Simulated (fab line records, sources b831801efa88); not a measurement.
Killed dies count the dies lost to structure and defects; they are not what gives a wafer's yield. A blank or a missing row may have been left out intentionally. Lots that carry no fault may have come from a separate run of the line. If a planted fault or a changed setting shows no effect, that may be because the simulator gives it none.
fab line records    flow gf180mcu
record lots=14  wafers=42  lastDay=34
route steps=602 shown HV_LDD@222 SAB@264 CONTACT@290
lots that met no fault: taken from a fault-free run of the same line
startH: hours from the record's opening day to when the first of the lot's shown wafers began    waitH: hours from the lot's prior step to this one    " the same as in the row above    L1.1+2: a row that stands for several wafers    - either no value or no given start    * or withheld: withheld    < > ~ a bound
route shown NAME@n: a module of which the file shows steps, and the number in the route of the first    usual: mean and standard deviation over wafers with no fault    same: alike in all rows    chamber/n: place in a boat    sites: each site's reading    _std_site: their standard deviation    _edge_site: mean of outer sites minus mean of inner sites    radiusMm: for every site, how far away it sits from the centre of the wafer    mask NAME#n: copy n    behind: the tool/chamber that last shaped the wafer    hold: what put the lot on hold/how long, in hours/how the hold closed    device: the n, p or np transistor that did not switch    end of line: the same wafers' tests at the end of the route    a step given without rows: its recipe and nothing more    killed: dies lost to structure and defects at the first sort, not the wafer's yield    map: a wafer's dies, x killed, . not, _ none there
set.NAME: the run value of the setting; set.NAME@STEP: its run value at that earlier step    model.NAME: the simulator's own value behind a step, which no gauge read
one table for each step of the route and one row for each wafer, over a sample of lots
services: from which hour (startH, from the record's first day; less than 0 if before it) a tool's chamber was out of use, for how many hours, and why
## steps
# step GF_HV_LDD_CD_MEAS_46
# recipe targetCdNm=400
# usual cdNm=395.9/2.6
lot.wafer  tool      chamber  startH  waitH  cdNm
L869.2     cdSem-02  -        268.64  0.1    394.3
L869.4     "         -        "       "      393.3
L869.6     "         -        "       "      393.1
L870.2     cdSem-02  -        275.30  0.1    392.4
L870.3     "         -        "       "      396.1
L870.5     "         -        "       "      394.9
L871.2     cdSem-02  -        286.24  0.2    394.3
L871.4     "         -        "       "      394.1
L871.6     "         -        "       "      396.2
L872.2     cdSem-02  -        289.52  0.1    397.0
L872.3     "         -        "       "      397.4
L872.5     "         -        "       "      395.2
L875.1     cdSem-02  -        319.40  0.2    400.1
L875.2     "         -        "       "      400.6
L875.6     "         -        "       "      402.1
L877.1     cdSem-02  -        332.98  0.1    395.3
L877.2     "         -        "       "      392.7
L877.5     "         -        "       "      394.0
L879.2     cdSem-02  -        349.52  0.1    398.5
L879.4     "         -        "       "      397.4
L879.6     "         -        "       "      397.1
L885.1     cdSem-02  -        402.17  0.1    395.8
L885.2     "         -        "       "      397.8
L885.3     "         -        "       "      398.5
L886.2     cdSem-02  -        415.04  0.1    397.4
L886.3     "         -        "       "      393.5
L886.5     "         -        "       "      397.1
L887.1     cdSem-02  -        421.45  0.1    395.6
L887.3     "         -        "       "      397.0
L887.6     "         -        "       "      396.9
L888.1     cdSem-01  -        425.15  0.1    392.1
L888.5     "         -        "       "      390.4
L888.6     "         -        "       "      391.8
L890.1     cdSem-01  -        437.97  0.1    397.8
L890.3     "         -        "       "      396.5
L890.6     "         -        "       "      396.2
L891.1     cdSem-01  -        448.60  0.1    394.8
L891.3     "         -        "       "      394.4
L891.6     "         -        "       "      394.6
L892.1     cdSem-02  -        456.10  0.1    393.5
L892.4     "         -        "       "      393.3
L892.6     "         -        "       "      395.7
# step GF_SAB_CVD_00
# recipe material=SiO2  targetThkNm=50  precursor=TEOS  tempC=400  timeS=4.9302  rfW=600
# usual heaterPowerW=631/76
lot.wafer  tool      chamber  startH  waitH  heaterPowerW
L869.2     pecvd-04  2        313.04  0.1    604
L869.4     "         1        "       "      635
L869.6     "         2        "       "      613
L870.2     pecvd-02  1        319.49  0.1    547
L870.3     "         2        "       "      652
L870.5     "         0        "       "      702
L871.2     pecvd-03  0        331.44  0.1    622
L871.4     "         0        "       "      639
L871.6     "         1        "       "      518
L872.2     pecvd-04  1        336.66  0.1    589
L872.3     "         2        "       "      695
L872.5     "         0        "       "      595
L875.1     pecvd-04  2        366.82  0.1    724
L875.2     "         1        "       "      655
L875.6     "         0        "       "      597
L877.1     pecvd-04  0        380.54  0.1    569
L877.2     "         1        "       "      716
L877.5     "         2        "       "      688
L879.2     pecvd-04  1        399.06  0.1    653
L879.4     "         0        "       "      590
L879.6     "         2        "       "      678
L885.1     pecvd-03  2        453.71  0.1    622
L885.2     "         0        "       "      695
L885.3     "         1        "       "      529
L886.2     pecvd-04  2        469.46  0.1    740
L886.3     "         0        "       "      526
L886.5     "         0        "       "      538
L887.1     pecvd-03  0        473.69  0.1    672
L887.3     "         1        "       "      528
L887.6     "         1        "       "      528
L888.1     pecvd-03  1        478.14  0.1    484
L888.5     "         1        "       "      491
L888.6     "         0        "       "      728
L890.1     pecvd-04  1        491.54  0.1    731
L890.3     "         2        "       "      678
L890.6     "         0        "       "      614
L891.1     pecvd-04  1        500.54  0.1    701
L891.3     "         0        "       "      574
L891.6     "         1        "       "      708
L892.1     pecvd-02  0        508.05  0.1    726
L892.4     "         0        "       "      756
L892.6     "         2        "       "      727
# step GF_SAB_THK_MEAS_01
# recipe reads=SiO2_of_SAB_CVD_00
# usual SAB_CVD_00_THK=50.1/0.83
lot.wafer  tool          chamber  startH  waitH  SAB_CVD_00_THK[nm]
L869.2     filmMetro-03  -        313.07  0.0    48.8
L869.4     "             -        "       "      49.8
L869.6     "             -        "       "      49.8
L870.2     filmMetro-02  -        319.52  0.0    50.6
L870.3     "             -        "       "      49.4
L870.5     "             -        "       "      50.3
L871.2     filmMetro-03  -        331.47  0.0    48.6
L871.4     "             -        "       "      49.8
L871.6     "             -        "       "      51.0
L872.2     filmMetro-01  -        336.69  0.0    48.8
L872.3     "             -        "       "      48.8
L872.5     "             -        "       "      50.7
L875.1     filmMetro-01  -        366.84  0.0    49.3
L875.2     "             -        "       "      50.5
L875.6     "             -        "       "      51.4
L877.1     filmMetro-02  -        380.56  0.0    50.3
L877.2     "             -        "       "      49.6
L877.5     "             -        "       "      46.1
L879.2     filmMetro-02  -        399.09  0.0    49.1
L879.4     "             -        "       "      51.0
L879.6     "             -        "       "      45.1
L885.1     filmMetro-03  -        453.72  0.0    49.6
L885.2     "             -        "       "      49.4
L885.3     "             -        "       "      50.3
L886.2     filmMetro-03  -        469.49  0.0    49.2
L886.3     "             -        "       "      50.0
L886.5     "             -        "       "      51.4
L887.1     filmMetro-02  -        473.71  0.0    50.2
L887.3     "             -        "       "      51.5
L887.6     "             -        "       "      51.8
L888.1     filmMetro-03  -        478.17  0.0    50.9
L888.5     "             -        "       "      51.6
L888.6     "             -        "       "      50.3
L890.1     filmMetro-03  -        491.56  0.0    49.7
L890.3     "             -        "       "      49.2
L890.6     "             -        "       "      51.0
L891.1     filmMetro-02  -        500.56  0.0    49.2
L891.3     "             -        "       "      49.5
L891.6     "             -        "       "      50.1
L892.1     filmMetro-01  -        508.07  0.0    49.9
L892.4     "             -        "       "      50.9
L892.6     "             -        "       "      50.2
# step GF_CONTACT_THK_MEAS_03
# recipe reads=SiO2_of_CONTACT_CVD_02
# usual CONTACT_CVD_02_THK=858/13
lot.wafer  tool          chamber  startH  waitH  CONTACT_CVD_02_THK[nm]
L869.2     filmMetro-01  -        335.03  0.0    867
L869.4     "             -        "       "      857
L869.6     "             -        "       "      880
L870.2     filmMetro-02  -        342.28  0.0    858
L870.3     "             -        "       "      842
L870.5     "             -        "       "      868
L871.2     filmMetro-02  -        353.41  0.0    847
L871.4     "             -        "       "      867
L871.6     "             -        "       "      858
L872.2     filmMetro-02  -        359.38  0.0    844
L872.3     "             -        "       "      844
L872.5     "             -        "       "      874
L875.1     filmMetro-04  -        390.64  0.0    860
L875.2     "             -        "       "      860
L875.6     "             -        "       "      890
L877.1     filmMetro-04  -        404.91  0.0    833
L877.2     "             -        "       "      861
L877.5     "             -        "       "      856
L879.2     filmMetro-01  -        424.18  0.0    870
L879.4     "             -        "       "      856
L879.6     "             -        "       "      879
L885.1     filmMetro-04  -        479.02  0.0    865
L885.2     "             -        "       "      866
L885.3     "             -        "       "      847
L886.2     filmMetro-01  -        493.96  0.0    840
L886.3     "             -        "       "      853
L886.5     "             -        "       "      863
L887.1     filmMetro-04  -        498.19  0.1    848
L887.3     "             -        "       "      856
L887.6     "             -        "       "      863
L888.1     filmMetro-01  -        502.88  0.0    848
L888.5     "             -        "       "      869
L888.6     "             -        "       "      846
L890.1     filmMetro-02  -        516.21  0.0    854
L890.3     "             -        "       "      851
L890.6     "             -        "       "      863
L891.1     filmMetro-01  -        524.50  0.0    827
L891.3     "             -        "       "      844
L891.6     "             -        "       "      851
L892.1     filmMetro-01  -        532.05  0.0    846
L892.4     "             -        "       "      868
L892.6     "             -        "       "      853
# step GF_CONTACT_CVD_24
# recipe material=W  targetThkNm=300  timeS=90.339  tempC=400  pressureTorr=40
# usual heaterPowerW=841/67
lot.wafer  tool     chamber  startH  waitH  heaterPowerW
L869.2     cvdW-02  0        357.93  0.0    743
L869.4     "        1        "       "      916
L869.6     "        0        "       "      745
L870.2     cvdW-01  0        364.99  0.0    903
L870.3     "        1        "       "      856
L870.5     "        0        "       "      891
L871.2     cvdW-01  1        376.66  0.0    853
L871.4     "        0        "       "      903
L871.6     "        1        "       "      875
L872.2     cvdW-02  1        383.27  0.0    924
L872.3     "        1        "       "      916
L872.5     "        0        "       "      740
L875.1     cvdW-01  0        415.44  0.0    853
L875.2     "        1        "       "      811
L875.6     "        1        "       "      831
L877.1     cvdW-02  1        430.10  0.0    941
L877.2     "        0        "       "      755
L877.5     "        0        "       "      769
L879.2     cvdW-02  0        449.43  0.0    758
L879.4     "        1        "       "      927
L879.6     "        0        "       "      740
L885.1     cvdW-02  0        503.60  0.0    725
L885.2     "        1        "       "      912
L885.3     "        1        "       "      901
L886.2     cvdW-02  0        518.54  0.0    737
L886.3     "        1        "       "      937
L886.5     "        1        "       "      908
L887.1     cvdW-01  1        522.72  0.0    813
L887.3     "        1        "       "      833
L887.6     "        0        "       "      868
L888.1     cvdW-02  0        527.02  0.0    744
L888.5     "        0        "       "      745
L888.6     "        1        "       "      949
L890.1     cvdW-02  1        539.69  0.0    912
L890.3     "        1        "       "      915
L890.6     "        0        "       "      768
L891.1     cvdW-02  0        548.45  0.0    747
L891.3     "        0        "       "      740
L891.6     "        0        "       "      762
L892.1     cvdW-02  0        555.75  0.0    769
L892.4     "        0        "       "      750
L892.6     "        1        "       "      914
## services
tool      chamber  startH  hours  kind
cvdW-02   -        309.28  0.5    repair
cvdW-02   1        314.38  1.5    repair
pecvd-04  -        358.01  1.6    repair
pecvd-03  -        368.88  14.0   pm
pecvd-03  0        368.88  14.0   ventCycle
pecvd-03  1        368.88  14.0   ventCycle
pecvd-03  2        368.88  14.0   ventCycle
pecvd-02  1        373.43  9.3    repair
pecvd-04  -        381.07  0.7    repair
pecvd-03  0        382.88  -      clean
pecvd-03  1        382.88  -      clean
pecvd-03  2        382.88  -      clean
cvdW-01   -        390.00  14.0   pm
cvdW-01   0        390.00  14.0   ventCycle
cvdW-01   1        390.00  14.0   ventCycle
cvdW-01   0        404.00  -      clean
cvdW-01   1        404.00  -      clean
pecvd-02  -        454.17  2.8    pm
cvdW-01   -        464.84  6.9    pm
cvdW-02   -        478.00  0.5    repair
cvdW-01   1        509.19  7.3    repair
## key
firstSign step=GF_SAB_THK_MEAS_01  reading=SAB_CVD_00_THK  direction=down  sigmas=5.4  usual=50.1  struck=45.6
effect none on later readings
metAt GF_SAB_CVD_00
struckLots L877,L879
struckWafers L877.5,L879.6
testerLeftOut L877,L879
notActingAt GF_HV_LDD_CD_MEAS_46,GF_CONTACT_THK_MEAS_03,GF_CONTACT_CVD_24
onsetBetween 366.82 380.54
fault kind=processParameterDrift  tool=pecvd-04  chamber=2  onsetH=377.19  steps=GF_SAB_CVD_00  channel=targetThkNm  offset=-4.0127  shape=step  endH=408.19  actsIn=theseRecipesOnly  stated=50
# testerLeftOut: of these lots the tester's yield and bins aren't shown, on N5 and GAA mostly nor the transistor test; their killed dies are dies lost to structure and defects alone, not to doping, threshold or leakage, so they don't give the yield
